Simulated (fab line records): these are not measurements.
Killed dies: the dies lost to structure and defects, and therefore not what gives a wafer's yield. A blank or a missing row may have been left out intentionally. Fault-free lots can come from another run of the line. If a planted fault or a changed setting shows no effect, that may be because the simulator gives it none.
fab line records -- flow gf180mcu
record: lots: 14, wafers: 42, last_day: 34
route steps=602 shown STI@3 VT_IMPLANT@100 HV_LDD@192 SAB@273
lots with no fault: from the same line, run without faults
start_h: hours from the record's first day to the start of the lot's first wafer shown -- wait_h: hours since the lot's step before -- " as in the row above -- L1.1+2: a single row standing in for several wafers -- - no value, or no start given -- * or withheld: withheld -- < > ~ a bound
route shown NAME@n: a module of which the file shows steps, and the number in the route of the first -- usual: mean and standard deviation over wafers with no fault -- same: alike in all rows -- chamber/n: place in a boat -- sites: the reading at each site -- _std_site: the values' standard deviation -- _edge_site: inner sites' mean taken away from outer sites' mean -- radius_mm: how far each site lies from the wafer's centre -- mask NAME#n: copy n -- behind: the most recent tool/chamber to have shaped the wafer -- hold: cause of the lot's hold/its duration in hours/its outcome -- device: whichever transistor did not switch (one of n, p or np) -- end of line: the tests these same wafers got at the end of their route -- for a step that has no rows: nothing shown but its recipe -- killed: the dies lost at the first sort to structure and to defects; this is not the yield of the wafer -- map: a wafer's dies, marking killed ones x, the rest . and places with no die _
set.NAME: the run value of the setting; set.NAME@STEP: its run value at that earlier step -- model.NAME: the simulator's own value behind a step, which no gauge read
route steps across a sampled set of lots; one table per step, one row per wafer
services: the hour from which a tool's chamber was out of use, counted from the record's first day as start_h (under 0 if before that day), plus the number of hours and why
== steps ==
step: GF_STI_THK_MEAS_02
recipe: reads: SiO2_of_STI_OXIDATION_01
usual: STI_OXIDATION_THK: 9.90/0.18
lot.wafer,tool,chamber,start_h,wait_h,STI_OXIDATION_THK[nm]
L946.2,film_metro-04,-,14.49,0.0,10.00
L946.5,film_metro-04,-,14.49,0.0,10.04
L946.6,film_metro-04,-,14.49,0.0,10.07
L947.2,film_metro-04,-,19.00,0.0,9.96
L947.4,film_metro-04,-,19.00,0.0,9.99
L947.6,film_metro-04,-,19.00,0.0,9.90
L948.2,film_metro-03,-,22.91,0.0,10.09
L948.3,film_metro-03,-,22.91,0.0,10.17
L948.6,film_metro-03,-,22.91,0.0,10.24
L951.1,film_metro-04,-,37.89,0.0,9.71
L951.2,film_metro-04,-,37.89,0.0,9.94
L951.5,film_metro-04,-,37.89,0.0,9.85
L952.4,film_metro-03,-,46.08,0.0,9.99
L952.5,film_metro-03,-,46.08,0.0,10.15
L952.6,film_metro-03,-,46.08,0.0,10.11
L960.2,film_metro-04,-,81.52,0.0,9.57
L960.5,film_metro-04,-,81.52,0.0,9.79
L960.6,film_metro-04,-,81.52,0.0,9.72
L961.1,film_metro-01,-,86.99,0.0,10.04
L961.5,film_metro-01,-,86.99,0.0,9.75
L961.6,film_metro-01,-,86.99,0.0,9.87
L962.1,film_metro-04,-,91.51,0.0,10.15
L962.4,film_metro-04,-,91.51,0.0,10.00
L962.5,film_metro-04,-,91.51,0.0,10.00
L963.4,film_metro-03,-,96.54,0.0,9.64
L963.5,film_metro-03,-,96.54,0.0,9.64
L963.6,film_metro-03,-,96.54,0.0,9.62
L964.1,film_metro-03,-,101.51,0.0,9.88
L964.3,film_metro-03,-,101.51,0.0,9.98
L964.4,film_metro-03,-,101.51,0.0,9.85
L965.1,film_metro-04,-,106.51,0.0,10.02
L965.3,film_metro-04,-,106.51,0.0,10.04
L965.5,film_metro-04,-,106.51,0.0,10.02
L966.3,film_metro-01,-,111.53,0.0,9.88
L966.5,film_metro-01,-,111.53,0.0,9.81
L966.6,film_metro-01,-,111.53,0.0,10.05
L968.1,film_metro-01,-,121.51,0.0,9.62
L968.2,film_metro-01,-,121.51,0.0,9.58
L968.5,film_metro-01,-,121.51,0.0,9.81
L969.2,film_metro-01,-,126.52,0.0,9.84
L969.3,film_metro-01,-,126.52,0.0,9.75
L969.5,film_metro-01,-,126.52,0.0,9.75
step: GF_VT_IMPLANT_TW_MEAS_10
usual: VT_IMPLANT_TW: 569/5.8
lot.wafer,tool,chamber,start_h,wait_h,VT_IMPLANT_TW
L946.2,film_metro-04,-,122.51,0.1,573
L946.5,film_metro-04,-,122.51,0.1,571
L946.6,film_metro-04,-,122.51,0.1,570
L947.2,film_metro-02,-,123.32,0.1,566
L947.4,film_metro-02,-,123.32,0.1,566
L947.6,film_metro-02,-,123.32,0.1,568
L948.2,film_metro-04,-,129.42,0.1,573
L948.3,film_metro-04,-,129.42,0.1,572
L948.6,film_metro-04,-,129.42,0.1,572
L951.1,film_metro-04,-,142.51,0.1,575
L951.2,film_metro-04,-,142.51,0.1,573
L951.5,film_metro-04,-,142.51,0.1,570
L952.4,film_metro-02,-,155.13,0.1,561
L952.5,film_metro-02,-,155.13,0.1,564
L952.6,film_metro-02,-,155.13,0.1,563
L960.2,film_metro-01,-,196.95,0.1,559
L960.5,film_metro-01,-,196.95,0.1,556
L960.6,film_metro-01,-,196.95,0.1,558
L961.1,film_metro-01,-,203.70,0.1,559
L961.5,film_metro-01,-,203.70,0.1,560
L961.6,film_metro-01,-,203.70,0.1,560
L962.1,film_metro-04,-,209.35,0.1,571
L962.4,film_metro-04,-,209.35,0.1,574
L962.5,film_metro-04,-,209.35,0.1,572
L963.4,film_metro-04,-,216.16,0.1,575
L963.5,film_metro-04,-,216.16,0.1,573
L963.6,film_metro-04,-,216.16,0.1,574
L964.1,film_metro-04,-,219.94,0.1,574
L964.3,film_metro-04,-,219.94,0.1,576
L964.4,film_metro-04,-,219.94,0.1,576
L965.1,film_metro-04,-,225.90,0.1,576
L965.3,film_metro-04,-,225.90,0.1,574
L965.5,film_metro-04,-,225.90,0.1,577
L966.3,film_metro-04,-,234.98,0.1,571
L966.5,film_metro-04,-,234.98,0.1,579
L966.6,film_metro-04,-,234.98,0.1,574
L968.1,film_metro-04,-,245.90,0.1,573
L968.2,film_metro-04,-,245.90,0.1,574
L968.5,film_metro-04,-,245.90,0.1,572
L969.2,film_metro-04,-,252.10,0.1,570
L969.3,film_metro-04,-,252.10,0.1,571
L969.5,film_metro-04,-,252.10,0.1,570
step: GF_HV_LDD_EXPOSE_16
recipe: mask_id: Pplus_LV_AREA, target_cd_nm: 400, na: 0.6, source_shape: conventional, sigma_outer: 0.6, dose_mj: 140
usual: exposure_dose_mJ_cm2: 139.99/0.14, focus_offset_nm: 0.0/0.53
lot.wafer,tool,chamber,start_h,wait_h,mask,exposure_dose_mJ_cm2,focus_offset_nm
L946.2,iline_stepper-02,0,238.23,-,Pplus_LV_AREA#0,139.87,0.4
L946.5,iline_stepper-02,0,238.23,-,Pplus_LV_AREA#0,139.87,0.6
L946.6,iline_stepper-02,0,238.23,-,Pplus_LV_AREA#0,139.90,0.5
L947.2,iline_stepper-02,0,239.03,-,Pplus_LV_AREA#0,140.02,0.1
L947.4,iline_stepper-02,0,239.03,-,Pplus_LV_AREA#0,140.04,0.7
L947.6,iline_stepper-02,0,239.03,-,Pplus_LV_AREA#0,139.84,0.4
L948.2,iline_stepper-02,0,251.20,-,Pplus_LV_AREA#0,140.37,-0.5
L948.3,iline_stepper-02,0,251.20,-,Pplus_LV_AREA#0,139.99,-0.6
L948.6,iline_stepper-02,0,251.20,-,Pplus_LV_AREA#0,140.06,-0.5
L951.1,iline_stepper-02,-,262.91,-,Pplus_LV_AREA#0,-,-
L951.2,iline_stepper-02,-,262.91,-,Pplus_LV_AREA#0,-,-
L951.5,iline_stepper-02,-,262.91,-,Pplus_LV_AREA#0,-,-
L952.4,iline_stepper-02,-,276.61,-,Pplus_LV_AREA#0,-,-
L952.5,iline_stepper-02,-,276.61,-,Pplus_LV_AREA#0,-,-
L952.6,iline_stepper-02,-,276.61,-,Pplus_LV_AREA#0,-,-
L960.2,iline_stepper-01,0,327.80,-,Pplus_LV_AREA#0,140.13,-0.4
L960.5,iline_stepper-01,0,327.80,-,Pplus_LV_AREA#0,140.04,-0.1
L960.6,iline_stepper-01,0,327.80,-,Pplus_LV_AREA#0,140.20,-0.1
L961.1,iline_stepper-02,0,340.75,-,Pplus_LV_AREA#0,139.95,-0.2
L961.5,iline_stepper-02,0,340.75,-,Pplus_LV_AREA#0,140.10,0.0
L961.6,iline_stepper-02,0,340.75,-,Pplus_LV_AREA#0,140.12,-0.2
L962.1,iline_stepper-02,0,346.80,-,Pplus_LV_AREA#0,139.98,0.2
L962.4,iline_stepper-02,0,346.80,-,Pplus_LV_AREA#0,140.09,0.4
L962.5,iline_stepper-02,0,346.80,-,Pplus_LV_AREA#0,140.05,0.2
L963.4,iline_stepper-01,0,355.06,-,Pplus_LV_AREA#0,139.77,-0.2
L963.5,iline_stepper-01,0,355.06,-,Pplus_LV_AREA#0,140.05,-0.5
L963.6,iline_stepper-01,0,355.06,-,Pplus_LV_AREA#0,140.11,-0.1
L964.1,iline_stepper-01,0,359.61,-,Pplus_LV_AREA#0,139.80,-0.7
L964.3,iline_stepper-01,0,359.61,-,Pplus_LV_AREA#0,140.11,-0.4
L964.4,iline_stepper-01,0,359.61,-,Pplus_LV_AREA#0,139.79,-0.8
L965.1,iline_stepper-01,0,373.73,-,Pplus_LV_AREA#0,139.91,0.0
L965.3,iline_stepper-01,0,373.73,-,Pplus_LV_AREA#0,140.05,0.7
L965.5,iline_stepper-01,0,373.73,-,Pplus_LV_AREA#0,139.98,0.4
L966.3,iline_stepper-02,0,380.33,-,Pplus_LV_AREA#0,140.23,0.7
L966.5,iline_stepper-02,0,380.33,-,Pplus_LV_AREA#0,140.03,0.2
L966.6,iline_stepper-02,0,380.33,-,Pplus_LV_AREA#0,140.02,0.8
L968.1,iline_stepper-01,0,387.28,-,Pplus_LV_AREA#0,139.93,-0.8
L968.2,iline_stepper-01,0,387.28,-,Pplus_LV_AREA#0,140.09,-0.6
L968.5,iline_stepper-01,0,387.28,-,Pplus_LV_AREA#0,140.03,-1.7
L969.2,iline_stepper-02,0,397.99,-,Pplus_LV_AREA#0,140.14,-0.4
L969.3,iline_stepper-02,0,397.99,-,Pplus_LV_AREA#0,139.84,0.2
L969.5,iline_stepper-02,0,397.99,-,Pplus_LV_AREA#0,139.83,-0.7
step: GF_SAB_CD_MEAS_09
recipe: target_cd_nm: 420
usual: cd_nm: 420.1/2.9
lot.wafer,tool,chamber,start_h,wait_h,cd_nm
L946.2,cd_sem-02,-,351.50,0.1,417.6
L946.5,cd_sem-02,-,351.50,0.1,416.2
L946.6,cd_sem-02,-,351.50,0.1,415.9
L947.2,cd_sem-02,-,353.70,0.1,416.6
L947.4,cd_sem-02,-,353.70,0.1,417.3
L947.6,cd_sem-02,-,353.70,0.1,418.1
L948.2,cd_sem-02,-,365.07,0.1,422.9
L948.3,cd_sem-02,-,365.07,0.1,420.3
L948.6,cd_sem-02,-,365.07,0.1,422.9
L960.2,cd_sem-02,-,457.47,0.1,415.0
L960.5,cd_sem-02,-,457.47,0.1,414.8
L960.6,cd_sem-02,-,457.47,0.1,413.8
L961.1,cd_sem-02,-,471.32,0.1,423.3
L961.5,cd_sem-02,-,471.32,0.1,422.1
L961.6,cd_sem-02,-,471.32,0.1,424.0
L962.1,cd_sem-02,-,478.97,0.1,419.6
L962.4,cd_sem-02,-,478.97,0.1,421.1
L962.5,cd_sem-02,-,478.97,0.1,418.8
L963.4,cd_sem-01,-,489.99,0.1,415.9
L963.5,cd_sem-01,-,489.99,0.1,413.5
L963.6,cd_sem-01,-,489.99,0.1,415.2
L964.1,cd_sem-02,-,494.30,0.1,424.9
L964.3,cd_sem-02,-,494.30,0.1,424.1
L964.4,cd_sem-02,-,494.30,0.1,424.8
L965.1,cd_sem-02,-,507.78,0.1,420.3
L965.3,cd_sem-02,-,507.78,0.1,420.4
L965.5,cd_sem-02,-,507.78,0.1,420.2
L966.3,cd_sem-02,-,515.27,0.1,419.6
L966.5,cd_sem-02,-,515.27,0.1,419.5
L966.6,cd_sem-02,-,515.27,0.1,419.6
L968.1,cd_sem-02,-,522.67,0.1,423.6
L968.2,cd_sem-02,-,522.67,0.1,421.7
L968.5,cd_sem-02,-,522.67,0.1,421.1
L969.2,cd_sem-02,-,533.10,0.1,420.9
L969.3,cd_sem-02,-,533.10,0.1,420.0
L969.5,cd_sem-02,-,533.10,0.1,420.4
== services ==
tool,chamber,start_h,hours,kind
iline_stepper-01,-,323.29,1.7,pm
iline_stepper-01,0,327.59,-,calibration
iline_stepper-02,-,329.27,1.7,pm
== key ==
first_sign: step: GF_HV_LDD_EXPOSE_16, reading: tool_record, direction: missing
effect none on later readings
met_at GF_HV_LDD_EXPOSE_16
struck_lots L951,L952
later_rows_left_out L951.1,L951.2,L951.5,L952.4,L952.5,L952.6
sort_left_out L951.1,L951.2,L951.5,L952.4,L952.5,L952.6
tester_left_out L951,L952
not_acting_at GF_STI_THK_MEAS_02,GF_VT_IMPLANT_TW_MEAS_10,GF_SAB_CD_MEAS_09
onset_between 251.20 262.91
fault: kind: skipped_step_whole, tool: iline_stepper-02, chamber: -, onset_h: 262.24, steps: GF_HV_LDD_EXPOSE_16, scope: struck_lots_only
tester_left_out: of these lots the tester's yield and bins aren't shown, on N5 and GAA mostly nor the transistor test; their killed dies are dies lost to structure and defects alone, not to doping, threshold or leakage, so they don't give the yield
sort_left_out: the simulated sort isn't trusted on such a fault, so these wafers' sort isn't shown, and their yield isn't known
later_rows_left_out: the simulator's readings of these wafers behind a module that went badly wrong aren't trusted and aren't shown, but for the sort
